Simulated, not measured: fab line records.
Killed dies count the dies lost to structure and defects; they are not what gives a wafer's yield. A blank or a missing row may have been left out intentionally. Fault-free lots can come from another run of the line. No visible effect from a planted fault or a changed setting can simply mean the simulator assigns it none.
Matching of chambers -- flow gf180mcu -- GF_V5_CMP_04 on cmp-01: 4 sister chambers
The step polishes SiO2. 4 wafers are shown with their chamber, then 7 later ones without.

== EACH WAFER AND ITS CHAMBER ==
wafer,chamber,motor-current-A (A)
L920.2,3,14.8
L920.5,2,12.8
L922.4,1,12.4
L922.5,0,11.2

== WAFERS WITHOUT THEIR CHAMBER ==
wafer,motor-current-A (A)
L922.6,14.8
L924.1,10.9
L924.2,14.7
L924.3,13.0
L925.2,11.9
L925.3,13.1
L925.6,10.6

== CHAMBER TAKEN BY EACH ==
wafer,from the rows above,in truth
L922.6,3,3
L924.1,0,0
L924.2,3,3
L924.3,can't be placed: 2 or 1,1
L925.2,can't be placed: 1 or 0 or 2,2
L925.3,can't be placed: 2 or 1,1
L925.6,0,0
4 of 7 placed correctly. Not placeable from these rows: 3 (in 3, the candidates include the true chamber). Wrongly placed: 0.
How it was worked out, from the rows above alone: a wafer's distance from a chamber is the root of the sum, over the readings, of the square of ((its reading less the chamber's mean) divided by the reading's scatter). If the next closest chamber is less than 2 further off than the closest, the wafer can't be placed; otherwise it belongs to the closest. A chamber's mean is the mean of its shown wafers. The scatter: with one shown wafer a chamber, the root of the mean of the squares of how far each hidden wafer lies from its nearest shown one.
